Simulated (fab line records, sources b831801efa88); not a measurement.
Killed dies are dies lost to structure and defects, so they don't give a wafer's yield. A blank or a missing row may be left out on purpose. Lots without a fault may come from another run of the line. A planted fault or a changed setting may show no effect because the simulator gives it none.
fab line records | flow gf180mcu
record lots=5 wafers=15 last_day=32
route steps=602 shown M4@470 V4@476 MIM@503
lots that met no fault: from a run of the same line without faults
start_h: hours from the record's first day to the start of the lot's first wafer shown | wait_h: hours since the lot's step before | " the same as in the row above | L1.1+2: a row that stands for several wafers | - no value, or no start given | * or withheld: withheld | < > ~ a bound
route shown NAME@n: a module of which the file shows steps, and the number in the route of the first | usual: mean/standard deviation of fault-free wafers | same: alike in all rows | chamber/n: place in a boat | sites: the reading at each site | _std_site: their standard deviation | _edge_site: outer sites' mean less inner sites' | radius_mm: how far each site lies from the wafer's centre | mask NAME#n: copy n | behind: the tool/chamber that last shaped the wafer | hold: why the lot was held/for how many hours/how that ended | device: the transistor (n, p or np) that didn't switch | end of line: the same wafers' tests at the end of the route | a step without rows: its recipe alone | killed: dies lost to structure and defects at the first sort, not the wafer's yield | map: a wafer's dies, x killed, . not, _ none there
set.NAME: the setting as run; set.NAME@STEP: as run at that earlier step | model.NAME: the simulator's own value behind a step, which no gauge read
lots at some steps of the route; a table a step, a row a wafer
services: from which hour (start_h, from the record's first day; less than 0 if before it) a tool's chamber was out of use, for how many hours, and why
## steps
# step GF_M4_CD_MEAS_14
# recipe target_cd_nm=280
# usual cd_nm=280.0/1.2
# columns lot.wafer tool chamber start_h wait_h cd_nm
L077.1 cd_sem-01 - 559.09 0.1 279.5
L077.5 " - " " 279.0
L077.6 " - " " 279.3
L078.2 cd_sem-02 - 572.81 0.1 281.6
L078.4 " - " " 280.2
L078.5 " - " " 281.2
L086.1 cd_sem-01 - 644.22 0.1 280.0
L086.2 " - " " 281.0
L086.3 " - " " 281.5
L087.3 cd_sem-02 - 644.61 0.1 281.1
L087.5 " - " " 281.2
L087.6 " - " " 279.8
L090.2 cd_sem-01 - 662.39 0.1 279.8
L090.4 " - " " 281.2
L090.6 " - " " 279.9
# step GF_M4_OVL_MEAS_15
# usual M4_OVL=1/7.3
# columns lot.wafer tool chamber start_h wait_h M4_OVL[nm]
L077.1 overlay-02 - 559.21 0.1 1
L077.5 " - " " -9
L077.6 " - " " 4
L078.2 overlay-01 - 572.92 0.1 12
L078.4 " - " " 8
L078.5 " - " " 8
L086.1 overlay-01 - 644.34 0.1 6
L086.2 " - " " 3
L086.3 " - " " 4
L087.3 overlay-01 - 644.71 0.1 5
L087.5 " - " " 6
L087.6 " - " " 13
L090.2 overlay-01 - 662.50 0.1 -9
L090.4 " - " " -8
L090.6 " - " " -7
# step GF_M4_METAL_ETCH_16
# recipe chemistry=Cl2/BCl3 mask_material=KrF target_depth_nm=750.8 stop_on=SiO2 pressure_mtorr=8 icp_w=800 bias_w=140 Cl2_flow_sccm=80 bcl3_flow_sccm=40 time_s=125.1
# usual bcl3_flow_sccm=39.99/0.11 drypump_motor_current_A=5.8/0.35 mfc_cl2_sccm=79.98/0.24 oes_product_au=0.992/0.0061 throttle_valve_pct=28.228/0.011
# columns lot.wafer tool chamber start_h wait_h bcl3_flow_sccm drypump_motor_current_A mfc_cl2_sccm oes_product_au rf_hours_counter_h throttle_valve_pct
L077.1 rie_metal-04 1 559.25 0.0 39.91 6.1 79.86 0.996 2 28.222
L077.5 " 1 " " 40.04 6.1 79.79 0.994 - 28.215
L077.6 " 0 " " 39.97 5.4 80.12 0.991 - 28.222
L078.2 rie_metal-04 0 572.95 0.0 39.89 5.4 80.32 0.982 12 28.234
L078.4 " 1 " " 39.96 6.1 80.25 1.000 - 28.235
L078.5 " 0 " " 40.07 5.4 80.12 0.996 - 28.228
L086.1 rie_metal-02 0 644.38 0.0 39.94 6.2 79.56 0.982 5 28.242
L086.2 " 1 " " 39.90 6.0 80.33 0.991 2 28.231
L086.3 " 0 " " 39.98 6.2 79.79 0.994 - 28.227
L087.3 rie_metal-03 1 644.77 0.1 39.96 5.4 79.72 0.993 - 28.231
L087.5 " 1 " " 40.09 5.4 80.04 0.998 - 28.232
L087.6 " 0 " " 40.06 5.5 79.88 0.985 - 28.224
L090.2 rie_metal-02 0 662.53 0.0 40.05 6.3 79.85 0.986 6 28.238
L090.4 " 1 " " 40.01 6.0 80.30 0.992 - 28.203
L090.6 " 0 " " 40.00 6.2 79.85 0.977 - 28.247
# step GF_M4_STRIP_17
# recipe chemistry=O2/N2 power_w=1400 pressure_mtorr=1500 platen_temp_c=250 o2_flow_sccm=3000 n2_flow_sccm=300 overash_fraction=0.5
# usual drypump_motor_current_A=5.9/0.39 heater_power_w=309/33 oes_product_au=0.537/0.0048 platen_temp_c=249.96/0.16 strip_time_to_endpoint_s=7.37/0.051
# columns lot.wafer tool chamber start_h wait_h drypump_motor_current_A heater_power_w oes_product_au platen_temp_c rf_hours_counter_h strip_time_to_endpoint_s
L077.1 plasma_asher-04 1 559.38 0.1 5.3 301 0.542 250.00 91 7.37
L077.5 " 1 " " 5.3 289 0.541 250.13 - 7.38
L077.6 " 0 " " 6.4 367 0.528 249.99 - 7.37
L078.2 plasma_asher-03 1 573.08 0.1 5.8 318 0.535 249.81 47 7.42
L078.4 " 0 " " 6.2 263 0.538 249.85 - 7.35
L078.5 " 1 " " 5.8 326 0.533 249.95 - 7.37
L086.1 plasma_asher-03 0 644.51 0.1 6.2 267 0.546 249.84 57 7.49
L086.2 " 1 " " 5.7 317 0.539 250.05 57 7.37
L086.3 " 0 " " 6.2 264 0.536 249.72 - 7.47
L087.3 plasma_asher-03 1 644.89 0.1 5.8 324 0.535 250.04 - 7.37
L087.5 " 1 " " 5.7 322 0.539 249.86 - 7.44
L087.6 " 0 " " 6.2 266 0.535 249.85 - 7.36
L090.2 plasma_asher-04 1 662.66 0.1 5.3 290 0.539 249.80 106 7.46
L090.4 " 0 " " 6.4 361 0.539 250.23 - 7.38
L090.6 " 0 " " 6.4 364 0.542 250.00 - 7.45
# step GF_M4_STRIP_18
# recipe chemistry=post_etch_residue_remover time_s=1200 temp_c=72.5
# columns lot.wafer tool chamber start_h wait_h
L077.1+5+6 wet_bench-03 3 559.48 0.1
L078.2+4+5 wet_bench-03 1 573.18 0.1
L086.1+2+3 wet_bench-03 3 644.61 0.1
L087.3+5+6 wet_bench-03 1 644.96 0.0
L090.2+4+6 wet_bench-03 1 662.76 0.1
# step GF_M4_CLEAN_19
# recipe chemistry=DIW dry=n2_spin
# columns lot.wafer tool chamber start_h wait_h
L077.1+5+6 wet_bench-02 3 559.82 0.0
L078.2+4+5 wet_bench-02 0 573.52 0.0
L086.1+2+3 wet_bench-04 0 644.95 0.0
L087.3+5+6 wet_bench-02 1 645.30 0.0
L090.2+4+6 wet_bench-04 0 663.13 0.0
# step GF_V4_CVD_00
# recipe material=SiO2 target_thk_nm=600 sigma_open_frac=0.3 temp_c=400 time_s=100 sih4_flow_sccm=60 pressure_mtorr=6
# usual sih4_flow_sccm=59.98/0.17
# columns lot.wafer tool chamber start_h wait_h sih4_flow_sccm
L077.1 hdpcvd-01 1 559.91 0.0 59.87
L077.5 " 0 " " 60.29
L077.6 " 2 " " 59.97
L078.2 hdpcvd-01 0 573.61 0.0 60.01
L078.4 " 2 " " 59.96
L078.5 " 0 " " 60.10
L086.1 hdpcvd-02 2 645.04 0.0 59.66
L086.2 " 0 " " 59.71
L086.3 " 1 " " 59.71
L087.3 hdpcvd-02 1 645.39 0.0 59.82
L087.5 " 2 " " 59.82
L087.6 " 0 " " 59.88
L090.2 hdpcvd-01 0 663.22 0.0 59.87
L090.4 " 2 " " 60.18
L090.6 " 1 " " 60.35
# step GF_V4_THK_MEAS_01
# recipe reads=SiO2_of_V4_CVD_00
# usual V4_CVD_00_THK=604/8.7
# columns lot.wafer tool chamber start_h wait_h V4_CVD_00_THK[nm]
L077.1 film_metro-03 - 559.99 0.0 605
L077.5 " - " " 613
L077.6 " - " " 603
L078.2 film_metro-04 - 573.69 0.0 606
L078.4 " - " " 608
L078.5 " - " " 608
L086.1 film_metro-03 - 645.11 0.0 613
L086.2 " - " " 596
L086.3 " - " " 618
L087.3 film_metro-04 - 645.48 0.1 613
L087.5 " - " " 612
L087.6 " - " " 589
L090.2 film_metro-04 - 663.31 0.0 611
L090.4 " - " " 599
L090.6 " - " " 595
# step GF_V4_CVD_02
# recipe material=SiO2 target_thk_nm=850 precursor=TEOS temp_c=400 time_s=94.851 rf_w=600
# usual heater_power_outer_w=379/51 heater_power_w=653/71
# columns lot.wafer tool chamber start_h wait_h heater_power_outer_w heater_power_w since_wet_clean_h
L077.1 pecvd-02 2 560.05 0.1 468 822 594
L077.5 " 1 " " 386 593 -
L077.6 " 0 " " 446 734 -
L078.2 pecvd-03 1 573.74 0.0 335 658 399
L078.4 " 0 " " 321 560 -
L078.5 " 1 " " 358 663 -
L086.1 pecvd-04 2 645.17 0.1 376 686 262
L086.2 " 0 " " 308 532 262
L086.3 " 1 " " 467 719 262
L087.3 pecvd-02 1 645.52 0.0 348 537 679
L087.5 " 1 " " 394 581 -
L087.6 " 0 " " 420 730 -
L090.2 pecvd-02 0 663.36 0.0 433 730 697
L090.4 " 1 " " 334 513 -
L090.6 " 0 " " 446 767 -
# step GF_V4_THK_MEAS_03
# recipe reads=SiO2_of_V4_CVD_02
# usual V4_CVD_02_THK=854/11
# columns lot.wafer tool chamber start_h wait_h V4_CVD_02_THK[nm]
L077.1 film_metro-01 - 560.12 0.0 854
L077.5 " - " " 868
L077.6 " - " " 853
L078.2 film_metro-01 - 573.82 0.0 852
L078.4 " - " " 849
L078.5 " - " " 863
L086.1 film_metro-04 - 645.24 0.0 844
L086.2 " - " " 847
L086.3 " - " " 851
L087.3 film_metro-01 - 645.61 0.1 865
L087.5 " - " " 870
L087.6 " - " " 867
L090.2 film_metro-01 - 663.43 0.0 858
L090.4 " - " " 864
L090.6 " - " " 864
# step GF_V4_CMP_04
# recipe material=SiO2 down_force_psi=4 platen_rpm=60 pad_velocity_m_s=0.94248
# usual motor_current_A=12.3/1.7 retaining_ring_pressure_frac=1.000/0.0044 time_to_endpoint_s=83/6.5
# columns lot.wafer tool chamber start_h wait_h motor_current_A retaining_ring_pressure_frac time_to_endpoint_s
L077.1 cmp-01 1 560.33 0.2 11.0 0.991 78
L077.5 " 2 " " 11.4 0.999 93
L077.6 " 3 " " 10.0 0.997 86
L078.4 cmp-02 0 573.87 0.0 14.8 1.001 78
L078.2 " 3 " " 14.0 1.001 83
L078.5 " 0 " " 13.3 1.004 83
L086.3 cmp-01 1 645.35 0.1 11.0 1.005 79
L086.2 " 2 " " 11.2 0.999 88
L086.1 " 3 " " 10.4 0.994 81
L087.3 cmp-02 0 645.83 0.2 14.2 1.003 87
L087.5 " 0 " " 14.1 0.995 91
L087.6 " 1 " " 14.8 0.992 80
L090.2 cmp-02 0 663.53 0.1 14.1 0.997 90
L090.4 " 2 " " 12.2 1.007 96
L090.6 " 0 " " 14.0 1.005 92
# step GF_V4_BOW_MEAS_05
# recipe mode=bow
# usual V4_BOW=134/9.4
# columns lot.wafer tool chamber start_h wait_h V4_BOW[um]
L077.1 film_metro-03 - 560.48 0.1 138
L077.5 " - " " 137
L077.6 " - " " 136
L078.2 film_metro-04 - 574.19 0.1 122
L078.4 " - " " 137
L078.5 " - " " 136
L086.1 film_metro-04 - 645.60 0.1 132
L086.2 " - " " 120
L086.3 " - " " 116
L087.3 film_metro-04 - 646.17 0.3 128
L087.5 " - " " 127
L087.6 " - " " 129
L090.2 film_metro-03 - 663.80 0.2 139
L090.4 " - " " 129
L090.6 " - " " 113
# step GF_V4_DEHYDRATE_06
# recipe temp_c=200 time_s=60
# columns lot.wafer tool chamber start_h wait_h
L077.1+5+6 litho_track-01 0 570.92 10.4
L078.2+4+5 litho_track-03 0 583.86 9.6
L086.1+2+3 litho_track-03 0 654.08 8.5
L087.3+5+6 litho_track-03 0 654.88 8.7
L090.2+4+6 litho_track-03 0 672.51 8.7
# step GF_V4_HMDS_07
# recipe prime_time_s=60 prime_temp_c=120
# columns lot.wafer tool chamber start_h wait_h
L077.1+5+6 litho_track-01 0 571.07 0.1
L078.2+4+5 litho_track-03 0 584.01 0.1
L086.1+2+3 litho_track-03 0 654.23 0.1
L087.3+5+6 litho_track-03 0 655.03 0.1
L090.2+4+6 litho_track-03 0 672.66 0.1
# step GF_V4_COAT_08
# recipe resist=BARC temp_c=withheld time_s=withheld spin_rpm=withheld resist_thk_nm=withheld
# columns lot.wafer tool chamber start_h wait_h
L077.1+5+6 litho_track-01 0 571.22 0.1
L078.2+4+5 litho_track-03 0 584.16 0.1
L086.1+2+3 litho_track-03 0 654.38 0.1
L087.3+5+6 litho_track-03 0 655.18 0.1
L090.2+4+6 litho_track-03 0 672.81 0.1
# step GF_V4_COAT_09
# recipe resist=KrF spin_rpm=withheld resist_thk_nm=1000
# columns lot.wafer tool chamber start_h wait_h
L077.1+5+6 litho_track-01 0 - -
L078.2+4+5 litho_track-03 0 - -
L086.1+2+3 litho_track-03 0 - -
L087.3+5+6 litho_track-03 0 - -
L090.2+4+6 litho_track-03 0 - -
# step GF_V4_SOFTBAKE_10
# recipe temp_c=130 time_s=60 resist=KrF
# columns lot.wafer tool chamber start_h wait_h
L077.1+5+6 litho_track-01 0 - -
L078.2+4+5 litho_track-03 0 - -
L086.1+2+3 litho_track-03 0 - -
L087.3+5+6 litho_track-03 0 - -
L090.2+4+6 litho_track-03 0 - -
# step GF_V4_EXPOSE_11
# recipe mask_id=Via4 target_cd_nm=260 na=0.68 source_shape=conventional sigma_outer=0.6 dose_mj=38
# columns lot.wafer tool chamber start_h wait_h mask
L077.1+5+6 krf_scanner-01 0 - - Via4#0
L078.2+4+5 krf_scanner-02 0 - - Via4#0
L086.1+2+3 krf_scanner-02 0 - - Via4#0
L087.3+5+6 krf_scanner-02 0 - - Via4#0
L090.2+4+6 krf_scanner-02 0 - - Via4#0
# step GF_V4_PEB_12
# recipe peb_temp_c=135 peb_time_s=90 resist=KrF
# columns lot.wafer tool chamber start_h wait_h
L077.1+5+6 litho_track-01 0 - -
L078.2+4+5 litho_track-03 0 - -
L086.1+2+3 litho_track-03 0 - -
L087.3+5+6 litho_track-01 0 - -
L090.2+4+6 litho_track-02 0 - -
# step GF_V4_DEVELOP_13
# recipe develop_time_s=60 resist=KrF dev_temp_c=21
# columns lot.wafer tool chamber start_h wait_h
L077.1+5+6 litho_track-01 0 582.12 0.2
L078.2+4+5 litho_track-03 0 595.16 0.2
L086.1+2+3 litho_track-03 0 664.63 0.2
L087.3+5+6 litho_track-01 0 665.57 0.1
L090.2+4+6 litho_track-02 0 681.99 0.2
# step GF_V4_CD_MEAS_14
# recipe target_cd_nm=260
# usual cd_nm=260.1/1.1
# columns lot.wafer tool chamber start_h wait_h cd_nm
L077.1 cd_sem-01 - 582.27 0.1 261.8
L077.5 " - " " 262.0
L077.6 " - " " 260.5
L078.2 cd_sem-01 - 595.31 0.1 259.2
L078.4 " - " " 260.1
L078.5 " - " " 259.2
L086.1 cd_sem-01 - 664.78 0.1 261.2
L086.2 " - " " 261.7
L086.3 " - " " 260.4
L087.3 cd_sem-01 - 665.71 0.1 260.8
L087.5 " - " " 261.6
L087.6 " - " " 261.9
L090.2 cd_sem-02 - 682.14 0.1 258.6
L090.4 " - " " 259.9
L090.6 " - " " 259.2
# step GF_V4_OVL_MEAS_15
# usual V4_OVL=2/5.6
# columns lot.wafer tool chamber start_h wait_h V4_OVL[nm]
L077.1 overlay-02 - 582.39 0.1 14
L077.5 " - " " 9
L077.6 " - " " 7
L078.2 overlay-01 - 595.41 0.1 -2
L078.4 " - " " -1
L078.5 " - " " -2
L086.1 overlay-02 - 664.90 0.1 3
L086.2 " - " " 6
L086.3 " - " " 4
L087.3 overlay-02 - 665.81 0.1 -6
L087.5 " - " " -2
L087.6 " - " " -2
L090.2 overlay-02 - 682.25 0.1 5
L090.4 " - " " 7
L090.6 " - " " 5
# step GF_V4_ETCH_16
# recipe chemistry=N2/H2 target_depth_a=withheld overetch_a=withheld time_s=withheld target=BARC ion_energy_ev=194.5 source_w=500 bias_w=100 pressure_mtorr=30 n2_flow_sccm=100 h2_flow_sccm=200
# usual drypump_motor_current_A=5.8/0.55 oes_product_au=0.854/0.0047 throttle_valve_pct=13.225/0.0091
# columns lot.wafer tool chamber start_h wait_h drypump_motor_current_A oes_product_au throttle_valve_pct
L077.1 rie_diel-04 2 582.43 0.0 5.1 0.854 13.228
L077.5 " 2 " " 5.1 0.851 13.219
L077.6 " 0 " " 5.8 0.852 13.212
L078.2 rie_diel-01 0 595.44 0.0 5.7 0.857 13.224
L078.4 " 3 " " 6.7 0.860 13.238
L078.5 " 3 " " 6.7 0.852 13.221
L086.1 rie_diel-04 1 664.94 0.0 5.7 0.851 13.236
L086.2 " 3 " " 4.7 0.854 13.212
L086.3 " 2 " " 5.1 0.854 13.212
L087.3 rie_diel-01 0 665.83 0.0 5.7 0.856 13.203
L087.5 " 0 " " 5.7 0.865 13.232
L087.6 " 3 " " 6.7 0.861 13.233
L090.2 rie_diel-04 3 682.28 0.0 4.7 0.849 13.237
L090.4 " 1 " " 5.7 0.854 13.222
L090.6 " 3 " " 4.6 0.856 13.226
# step GF_V4_ETCH_17
# recipe chemistry=C4F8/O2/Ar mask_material=KrF target=SiO2 stop_on=TiN source_w=1500 bias_w=1200 pressure_mtorr=40 c4f8_flow_sccm=withheld O2_flow_sccm=6 Ar_flow_sccm=300 time_s=withheld target_depth_a=6300
# usual oes_product_au=0.855/0.0051
# columns lot.wafer tool chamber start_h wait_h oes_product_au
L077.1 rie_diel-04 2 - - 0.843
L077.5 " 2 " " 0.861
L077.6 " 0 " " 0.855
L078.2 rie_diel-01 0 - - 0.853
L078.4 " 3 " " 0.851
L078.5 " 3 " " 0.857
L086.1 rie_diel-04 1 - - 0.853
L086.2 " 3 " " 0.858
L086.3 " 2 " " 0.856
L087.3 rie_diel-01 0 - - 0.851
L087.5 " 0 " " 0.853
L087.6 " 3 " " 0.863
L090.2 rie_diel-04 3 - - 0.864
L090.4 " 1 " " 0.850
L090.6 " 3 " " 0.852
# step GF_V4_STRIP_18
# recipe chemistry=O2/N2 power_w=1400 pressure_mtorr=1500 platen_temp_c=250 o2_flow_sccm=3000 n2_flow_sccm=300 overash_fraction=0.5
# usual drypump_motor_current_A=5.79/0.3 heater_power_w=308/23 oes_product_au=0.592/0.0047 platen_temp_c=249.98/0.19
# columns lot.wafer tool chamber start_h wait_h drypump_motor_current_A heater_power_w oes_product_au platen_temp_c rf_hours_counter_h
L077.1 plasma_asher-03 1 582.59 - 5.74 327 0.594 249.92 50
L077.5 " 0 " " 6.20 265 0.592 250.26 -
L077.6 " 1 " " 5.74 319 0.588 249.90 -
L078.2 plasma_asher-01 1 595.57 - 5.95 287 0.594 249.91 18
L078.4 " 1 " " 5.96 288 0.587 249.87 -
L078.5 " 1 " " 5.92 291 0.587 249.83 -
L086.1 plasma_asher-02 1 665.07 - 5.40 323 0.591 249.94 84
L086.2 " 0 " " 5.68 307 0.596 250.31 84
L086.3 " 1 " " 5.40 334 0.588 249.85 -
L087.3 plasma_asher-01 0 665.99 - 6.16 321 0.595 249.90 -
L087.5 " 0 " " 6.19 327 0.596 249.99 -
L087.6 " 1 " " 5.94 291 0.587 250.03 -
L090.2 plasma_asher-03 0 682.40 - 6.20 267 0.598 249.89 61
L090.4 " 1 " " 5.73 330 0.589 250.06 -
L090.6 " 0 " " 6.22 257 0.591 250.10 -
# step GF_V4_STRIP_19
# recipe chemistry=post_etch_residue_remover time_s=1200 temp_c=72.5
# columns lot.wafer tool chamber start_h wait_h
L077.1+5+6 wet_bench-04 1 582.69 0.1
L078.2+4+5 wet_bench-01 2 595.67 0.1
L086.1+2+3 wet_bench-01 3 665.17 0.1
L087.3+5+6 wet_bench-04 0 666.06 0.0
L090.2+4+6 wet_bench-03 3 682.50 0.1
# step GF_V4_CLEAN_20
# recipe chemistry=DIW dry=n2_spin
# columns lot.wafer tool chamber start_h wait_h
L077.1+5+6 wet_bench-01 0 583.03 0.0
L078.2+4+5 wet_bench-04 2 596.01 0.0
L086.1+2+3 wet_bench-03 0 665.51 0.0
L087.3+5+6 wet_bench-03 0 666.40 0.0
L090.2+4+6 wet_bench-01 1 682.88 0.0
# step GF_V4_SPUTTER_21
# recipe material=Ti target_thk_nm=15 chamber_pressure_pa=5 power_w=2500 substrate_temp_c=200 time_s=80.02
# usual chamber_pressure_pa=5.000/0.01 throttle_valve_pct=29.7/0.7
# columns lot.wafer tool chamber start_h wait_h chamber_pressure_pa throttle_valve_pct
L077.1 pvd_sputter-04 - 583.12 0.0 4.996 31.1
L077.5 " - " " 5.001 30.8
L077.6 " - " " 4.994 29.5
L078.2 pvd_sputter-04 - 596.10 0.0 4.996 30.9
L078.4 " - " " 4.999 30.0
L078.5 " - " " 5.004 30.5
L086.1 pvd_sputter-03 - 665.61 0.0 5.013 29.1
L086.2 " - " " 5.017 28.9
L086.3 " - " " 5.004 30.2
L087.3 pvd_sputter-01 - 666.50 0.0 4.991 30.6
L087.5 " - " " 5.003 30.5
L087.6 " - " " 5.004 29.1
L090.2 pvd_sputter-04 - 682.97 0.0 5.000 30.3
L090.4 " - " " 4.990 29.9
L090.6 " - " " 5.000 30.3
# step GF_V4_SPUTTER_22
# recipe material=TiN target_thk_nm=10 chamber_pressure_pa=5 power_w=4000 time_s=40
# usual chamber_pressure_pa=5.001/0.01 throttle_valve_pct=29.8/0.67
# columns lot.wafer tool chamber start_h wait_h chamber_pressure_pa throttle_valve_pct
L077.1 pvd_sputter-04 - 583.18 0.0 5.007 30.8
L077.5 " - " " 5.010 30.9
L077.6 " - " " 4.974 30.0
L078.2 pvd_sputter-04 - 596.16 0.0 4.986 31.1
L078.4 " - " " 5.003 29.9
L078.5 " - " " 5.018 30.2
L086.1 pvd_sputter-03 - 665.67 0.0 5.005 29.1
L086.2 " - " " 4.986 29.1
L086.3 " - " " 4.991 30.1
L087.3 pvd_sputter-01 - 666.56 0.0 4.994 30.3
L087.5 " - " " 4.987 30.5
L087.6 " - " " 5.019 29.0
L090.2 pvd_sputter-04 - 683.03 0.0 5.001 30.4
L090.4 " - " " 4.999 29.9
L090.6 " - " " 4.989 29.7
# step GF_V4_CVD_23
# recipe material=W target_thk_nm=350 time_s=104.9 temp_c=400 pressure_torr=40
# usual heater_power_outer_w=552/53 heater_power_w=900/78
# columns lot.wafer tool chamber start_h wait_h heater_power_outer_w heater_power_w since_wet_clean_h
L077.1 cvd_w-01 1 583.22 0.0 535 858 679
L077.5 " 0 " " 622 980 -
L077.6 " 1 " " 521 844 -
L078.2 cvd_w-01 1 596.20 0.0 514 828 692
L078.4 " 1 " " 529 824 -
L078.5 " 0 " " 599 981 -
L086.1 cvd_w-01 0 665.71 0.0 618 981 762
L086.2 " 1 " " 535 841 762
L086.3 " 1 " " 539 842 -
L087.3 cvd_w-02 1 666.64 0.1 468 794 -
L087.5 " 0 " " 562 956 -
L087.6 " 1 " " 463 803 -
L090.2 cvd_w-02 0 683.07 0.0 572 947 279
L090.4 " 0 " " 561 945 -
L090.6 " 1 " " 460 782 -
# step GF_V4_RS_MEAS_24
# recipe thk_meas_gauge=four-point-probe reads=W_of_V4_CVD_23+TiN_of_V4_SPUTTER_22+Ti_of_V4_SPUTTER_21
# usual V4_W_RS=0.324/0.0036
# columns lot.wafer tool chamber start_h wait_h V4_W_RS[ohm/sq]
L077.1 film_metro-04 - 583.33 0.1 0.324
L077.5 " - " " 0.326
L077.6 " - " " 0.327
L078.2 film_metro-04 - 596.34 0.1 0.323
L078.4 " - " " 0.320
L078.5 " - " " 0.320
L086.1 film_metro-03 - 665.82 0.1 0.322
L086.2 " - " " 0.329
L086.3 " - " " 0.327
L087.3 film_metro-01 - 666.75 0.1 0.321
L087.5 " - " " 0.326
L087.6 " - " " 0.322
L090.2 film_metro-03 - 683.20 0.1 0.322
L090.4 " - " " 0.325
L090.6 " - " " 0.320
# step GF_V4_THK_MEAS_25
# recipe thk_meas_gauge=xrf reads=W_of_V4_CVD_23
# usual V4_W_THK=353/6.1
# columns lot.wafer tool chamber start_h wait_h V4_W_THK[nm]
L077.1 film_metro-04 - 583.45 0.1 346
L077.5 " - " " 341
L077.6 " - " " 343
L078.2 film_metro-04 - 596.45 0.1 349
L078.4 " - " " 350
L078.5 " - " " 349
L086.1 film_metro-03 - 665.94 0.1 357
L086.2 " - " " 347
L086.3 " - " " 349
L087.3 film_metro-01 - 666.85 0.1 361
L087.5 " - " " 353
L087.6 " - " " 357
L090.2 film_metro-03 - 683.31 0.1 355
L090.4 " - " " 353
L090.6 " - " " 358
# step GF_V4_CMP_26
# recipe stop_on=SiO2 down_force_psi=3.5 platen_rpm=60 t_overpolish_s=15 target_thk_nm=0 pad_velocity_m_s=0.94248
# usual motor_current_A=12.1/1.6 overpolish_run_s=15.000/0.0082 retaining_ring_pressure_frac=1.000/0.0052 time_to_endpoint_s=86/4.7
# columns lot.wafer tool chamber start_h wait_h motor_current_A overpolish_run_s retaining_ring_pressure_frac time_to_endpoint_s
L077.1 cmp-01 1 583.56 0.1 10.4 15.002 1.010 86
L077.6 " 0 " " 10.8 15.022 1.004 91
L077.5 " 1 " " 10.3 15.011 1.005 85
L078.4 cmp-01 1 596.60 0.1 10.8 15.003 1.003 84
L078.2 " 2 " " 10.6 14.997 0.982 95
L078.5 " 3 " " 9.5 15.000 0.999 92
L086.3 cmp-02 1 666.05 0.1 14.5 15.005 1.006 79
L086.1 " 2 " " 10.5 14.996 0.997 95
L086.2 " 3 " " 12.0 14.997 1.014 85
L087.3 cmp-02 0 666.92 0.1 12.9 15.000 1.000 89
L087.5 " 0 " " 13.4 14.987 1.001 87
L087.6 " 1 " " 13.4 15.010 1.001 83
L090.2 cmp-02 0 683.36 0.0 12.6 14.998 0.997 86
L090.4 " 2 " " 11.1 15.003 1.000 91
L090.6 " 0 " " 13.3 14.991 1.002 88
# step GF_MIM_SPUTTER_00
# recipe material=Ti target_thk_nm=37.5 arriving_ion_energy_ev=80 substrate_temp_c=200 chamber_pressure_pa=2 power_w=4000 time_s=150
# usual chamber_pressure_pa=2.000/0.004 throttle_valve_pct=29.7/0.66
# columns lot.wafer tool chamber start_h wait_h chamber_pressure_pa throttle_valve_pct
L077.1 pvd_sputter-01 - 583.81 0.2 2.001 29.7
L077.5 " - " " 2.000 30.2
L077.6 " - " " 1.998 30.0
L078.2 pvd_sputter-01 - 596.80 0.1 2.003 30.1
L078.4 " - " " 2.005 29.7
L078.5 " - " " 1.998 30.4
L086.1 pvd_sputter-02 - 666.30 0.1 2.002 30.0
L086.2 " - " " 1.999 29.0
L086.3 " - " " 2.001 29.1
L087.3 pvd_sputter-01 - 667.22 0.2 2.005 29.3
L087.5 " - " " 2.000 30.0
L087.6 " - " " 1.998 29.6
L090.2 pvd_sputter-03 - 683.66 0.2 2.006 30.2
L090.4 " - " " 1.999 28.7
L090.6 " - " " 2.004 30.3
# step GF_MIM_SPUTTER_01
# recipe material=TiN target_thk_nm=30 power_w=6500 time_s=25 chamber_pressure_pa=0.4
# usual chamber_pressure_pa=0.4000/0.00078 throttle_valve_pct=29.7/0.67
# columns lot.wafer tool chamber start_h wait_h chamber_pressure_pa throttle_valve_pct
L077.1 pvd_sputter-01 - 583.91 0.1 0.4005 29.8
L077.5 " - " " 0.4003 29.8
L077.6 " - " " 0.4006 29.6
L078.2 pvd_sputter-01 - 596.90 0.1 0.4009 30.3
L078.4 " - " " 0.4003 29.7
L078.5 " - " " 0.4012 30.6
L086.1 pvd_sputter-02 - 666.40 0.1 0.3993 30.2
L086.2 " - " " 0.4001 29.1
L086.3 " - " " 0.3994 28.9
L087.3 pvd_sputter-01 - 667.32 0.1 0.3986 29.0
L087.5 " - " " 0.3997 29.9
L087.6 " - " " 0.3979 29.8
L090.2 pvd_sputter-03 - 683.76 0.1 0.3995 30.3
L090.4 " - " " 0.4015 29.0
L090.6 " - " " 0.3995 30.0
# step GF_MIM_SPUTTER_02
# recipe material=AlCu target_thk_nm=450 power_w=10600 time_s=23.9 chamber_pressure_pa=0.4
# usual chamber_pressure_pa=0.3999/0.00081 throttle_valve_pct=29.7/0.7
# columns lot.wafer tool chamber start_h wait_h chamber_pressure_pa throttle_valve_pct
L077.1 pvd_sputter-01 - 583.94 0.0 0.3994 29.8
L077.5 " - " " 0.4005 29.9
L077.6 " - " " 0.3995 30.2
L078.2 pvd_sputter-01 - 596.93 0.0 0.4000 30.7
L078.4 " - " " 0.3993 29.7
L078.5 " - " " 0.4005 30.6
L086.1 pvd_sputter-02 - 666.43 0.0 0.3997 30.3
L086.2 " - " " 0.3997 29.4
L086.3 " - " " 0.3991 28.9
L087.3 pvd_sputter-01 - 667.35 0.0 0.3987 29.3
L087.5 " - " " 0.4003 29.8
L087.6 " - " " 0.4005 29.6
L090.2 pvd_sputter-03 - 683.79 0.0 0.3993 30.2
L090.4 " - " " 0.3998 28.4
L090.6 " - " " 0.3982 30.3
## services
# columns tool chamber start_h hours kind
hdpcvd-01 - 539.25 15.0 pm
pvd_sputter-04 - 546.51 5.0 repair
rie_diel-01 1 552.28 8.7 repair
krf_scanner-02 - 561.37 0.8 pm
pvd_sputter-04 - 569.97 4.2 repair
cmp-01 - 572.10 4.0 pm
rie_diel-04 3 574.16 34.2 repair
krf_scanner-02 - 592.12 1.0 pm
pvd_sputter-02 - 593.36 6.3 repair
pecvd-02 - 596.98 6.0 pm
hdpcvd-01 - 603.93 5.5 pm
rie_diel-01 0 610.43 11.1 repair
hdpcvd-01 - 616.91 2.4 repair
krf_scanner-02 - 625.14 3.7 repair
pecvd-02 - 634.79 0.5 repair
krf_scanner-02 - 643.40 1.3 pm
rie_diel-01 2 649.44 34.0 repair
pvd_sputter-04 - 653.34 5.0 repair
wet_bench-01 - 657.39 2.0 repair
krf_scanner-02 - 657.52 0.1 repair
plasma_asher-03 - 662.30 2.3 repair
cmp-02 - 668.62 0.6 repair
rie_diel-01 - 671.74 0.9 repair
cmp-02 - 677.04 3.2 repair
## key
fault none
